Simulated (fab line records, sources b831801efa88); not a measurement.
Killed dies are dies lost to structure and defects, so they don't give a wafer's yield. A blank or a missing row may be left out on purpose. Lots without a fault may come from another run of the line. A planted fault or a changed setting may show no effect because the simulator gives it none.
Which tool did it? | flow gf180mcu | 13 lots, 39 wafers sampled, at 4 steps of a route of 602

WHAT THE GAUGES READ, wafer by wafer
GF_M4_RS_MEAS_05: measures by four-point-probe. Usual: M4_ALCU_RS 0.0694 ohm/sq, standard deviation 0.00055.
lot  | measured     | on            | M4_ALCU_RS (ohm/sq)  | flag
L604 | day 22 20:53 | film_metro-02 | 0.0699 0.0695 0.0701 |
L605 | day 23 03:49 | film_metro-04 | 0.0694 0.0692 0.0694 |
L606 | day 23 12:27 | film_metro-01 | 0.0694 0.0686 0.0692 |
L607 | day 23 18:28 | film_metro-01 | 0.0688 0.0693 0.0692 |
L608 | day 23 21:24 | film_metro-02 | 0.0693 0.0690 0.0691 |
L609 | day 24 09:33 | film_metro-02 | 0.0695 0.0695 0.0692 |
L610 | day 24 16:46 | film_metro-04 | 0.0693 0.0693 0.0686 |
L611 | day 25 01:54 | film_metro-04 | 0.0707 0.0705 0.0699 |
L612 | day 25 15:57 | film_metro-04 | 0.0694 0.0694 0.0695 |
L613 | day 25 22:28 | film_metro-04 | 0.0692 0.0695 0.0694 |
L614 | day 26 05:20 | film_metro-02 | 0.0693 0.0700 0.0697 |
L617 | day 27 01:17 | film_metro-04 | 0.0698 0.0691 0.0693 |
L621 | day 28 07:03 | film_metro-01 | 0.0695 0.0699 0.0692 |

GF_V4_RS_MEAS_24: measures by four-point-probe. Usual: V4_W_RS 0.3260 ohm/sq, standard deviation 0.0029.
lot  | measured     | on            | V4_W_RS (ohm/sq)     | flag
L604 | day 24 19:47 | film_metro-02 | 0.3292 0.3314 0.3318 |
L605 | day 25 02:36 | film_metro-03 | 0.3256 0.3252 0.3248 |
L606 | day 25 10:46 | film_metro-02 | 0.3263 0.3258 0.3293 |
L607 | day 25 16:22 | film_metro-03 | 0.3237 0.3216 0.3237 |
L608 | day 25 17:44 | film_metro-04 | 0.3256 0.3183 0.3252 |
L609 | day 26 06:01 | film_metro-02 | 0.3244 0.3260 0.3218 |
L610 | day 26 13:38 | film_metro-03 | 0.3233 0.3252 0.3256 |
L611 | day 26 22:50 | film_metro-02 | 0.3248 0.3278 0.3310 |
L612 | day 27 10:56 | film_metro-02 | 0.3224 0.3230 0.3206 |
L613 | day 27 18:17 | film_metro-04 | 0.3261 0.3195 0.3227 |
L614 | day 28 01:17 | film_metro-02 | 0.3259 0.3273 0.3233 |
L617 | day 28 19:10 | film_metro-02 | 0.3241 0.3284 0.3299 |
L621 | day 29 22:53 | film_metro-03 | 0.3264 0.3239 0.3243 |

WHICH TOOL RAN EACH LOT (tool, then ch and the chambers of the sampled wafers, then the start)
lot  | GF_CONTACT_CMP_27             | GF_V4_STRIP_18
L604 | cmp-01 ch 1,2,3, day 16 13:04 | plasma_asher-04 ch 0,1, day 24 19:02
L605 | cmp-02 ch 0,2,3, day 16 18:03 | plasma_asher-03 ch 0,1, day 25 01:50
L606 | cmp-01 ch 0,1,3, day 17 04:13 | plasma_asher-04 ch 0,1, day 25 09:55
L607 | cmp-01 ch 0,1, day 17 11:43   | plasma_asher-01 ch 0,1, day 25 15:35
L608 | cmp-01 ch 1,2,3, day 17 14:39 | plasma_asher-03 ch 0,1, day 25 16:59
L609 | cmp-01 ch 0,1,2, day 18 02:55 | plasma_asher-03 ch 0,1, day 26 05:14
L610 | cmp-02 ch 1,2,3, day 18 10:34 | plasma_asher-03 ch 0,1, day 26 12:53
L611 | cmp-01 ch 0,1, day 18 19:24   | plasma_asher-01 ch 1, day 26 22:02
L612 | cmp-01 ch 0,1,3, day 19 11:31 | plasma_asher-01 ch 0, day 27 10:11
L613 | cmp-02 ch 0,1, day 19 19:26   | plasma_asher-04 ch 1, day 27 17:30
L614 | cmp-02 ch 0,1,2, day 20 03:34 | plasma_asher-03 ch 0,1, day 28 00:32
L617 | cmp-02 ch 0,1, day 21 01:57   | plasma_asher-04 ch 0,1, day 28 18:24
L621 | cmp-02 ch 0,1,3, day 22 13:37 | plasma_asher-01 ch 0,1, day 29 22:08
- GF_CONTACT_CMP_27: polishes, stops on SiO2, t overpolish 15 s, target thk 0 nm.
- GF_V4_STRIP_18: strips in O2/N2.

WHAT THE TOOLS THEMSELVES READ (means of the sampled wafers that have a number; where no wafer has one, the mark that the record gives instead)
GF_CONTACT_CMP_27. Usual: edge_zone_pressure_frac 1.000, standard deviation 0.0043; head_pressure_psi 3.500 psi, standard deviation 0.0074; motor_current_A 11.3 A, standard deviation 0.98; overpolish_run_s 15.001 s, standard deviation 0.0093; slurry_flow_ml_min 150.0, standard deviation 0.48; time_to_endpoint_s 72.6 s, standard deviation 2.6.
lot  | tool   | edge_zone_pressure_frac | head_pressure_psi (psi) | motor_current_A (A) | overpolish_run_s (s) | slurry_flow_ml_min | time_to_endpoint_s (s) | flag
L604 | cmp-01 | 1.000                   | 3.501                   | 11.5                | 14.998               | 150.2              | 72.5                   |
L605 | cmp-02 | 1.005                   | 3.500                   | 11.7                | 14.994               | 150.2              | 70.3                   |
L606 | cmp-01 | 0.998                   | 3.494                   | 11.1                | 15.005               | 149.9              | 74.2                   |
L607 | cmp-01 | 0.994                   | 3.502                   | 11.2                | 14.995               | 150.0              | 71.1                   |
L608 | cmp-01 | 0.997                   | 3.505                   | 11.1                | 15.009               | 149.7              | 71.0                   |
L609 | cmp-01 | 0.999                   | 3.499                   | 11.5                | 14.999               | 149.7              | 69.2                   |
L610 | cmp-02 | 1.003                   | 3.498                   | 11.1                | 15.005               | 150.3              | 75.6                   |
L611 | cmp-01 | 1.001                   | 3.491                   | 11.2                | 15.001               | 150.9              | 68.8                   |
L612 | cmp-01 | 0.999                   | 3.503                   | 11.4                | 15.005               | 150.0              | 71.9                   |
L613 | cmp-02 | 1.002                   | 3.496                   | 10.8                | 14.998               | 149.6              | 74.6                   |
L614 | cmp-02 | 1.000                   | 3.496                   | 10.5                | 14.995               | 150.0              | 76.1                   |
L617 | cmp-02 | 1.002                   | 3.178                   | 9.4                 | 15.000               | 150.2              | 79.8                   | OFF
L621 | cmp-02 | 1.001                   | 3.182                   | 10.3                | 15.010               | 150.5              | 75.8                   | OFF

GF_V4_STRIP_18. Usual: drypump_motor_current_A 5.6 A, standard deviation 0.49; heater_power_w 326 W, standard deviation 23; oes_product_au 0.593 a.u., standard deviation 0.0047.
lot  | tool            | drypump_motor_current_A (A) | heater_power_w (W) | oes_product_au (a.u.) | flag
L604 | plasma_asher-04 | 6.0                         | 310                | 0.594                 |
L605 | plasma_asher-03 | 5.8                         | 332                | 0.591                 |
L606 | plasma_asher-04 | 5.8                         | 330                | 0.597                 |
L607 | plasma_asher-01 | 5.1                         | 335                | 0.595                 |
L608 | plasma_asher-03 | 5.8                         | 337                | 0.594                 |
L609 | plasma_asher-03 | 5.7                         | 341                | 0.594                 |
L610 | plasma_asher-03 | 5.7                         | 337                | 0.594                 |
L611 | plasma_asher-01 | 4.9                         | 344                | 0.595                 |
L612 | plasma_asher-01 | 5.6                         | 305                | 0.593                 |
L613 | plasma_asher-04 | 6.2                         | 290                | 0.598                 |
L614 | plasma_asher-03 | 5.8                         | 341                | 0.592                 |
L617 | plasma_asher-04 | 6.0                         | 310                | 0.593                 |
L621 | plasma_asher-01 | 5.4                         | 321                | 0.597                 |

THE ANSWER, worked out from the rows above alone
Rule: a lot is off if the mean of its wafers that have a number lies more than 3 standard deviations from the usual mean. A lot without any number at a reading at which 4 lots or more have one is off too. The other lots that the step has rows for count as sound. The gauges are gone through in route order, then the tools' own readings, and for those a lot's mean is taken as printed above. The first step at which some lot is off is used, and at that step the reading that is off furthest; a lot without a number counts as furthest.
Off: L617, L621, at GF_CONTACT_CMP_27 (head_pressure_psi).
A tool fits if, at that step or a process step before it, it ran every lot that is off, and no sound lot after the first of them. One fits: cmp-02 at GF_CONTACT_CMP_27. Its last sound lot is L614 (day 20 03:34), its first lot that is off L617 (day 21 01:57): a fault that began between those two fits.
The tool's own readings at GF_CONTACT_CMP_27 bear it out: on the lots that are off they differ by more than 5 times the standard deviation of the sound lots' means. head_pressure_psi reads 3.180 psi there against 3.499 psi on the sound lots.

WHAT THE SIMULATOR HAD PUT IN
Process parameter drift: cmp-02, from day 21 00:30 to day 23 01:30, at GF_CONTACT_CMP_27. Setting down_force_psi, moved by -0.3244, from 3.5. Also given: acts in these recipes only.
Lots struck among those shown: L617, L621. The rule above found the same.
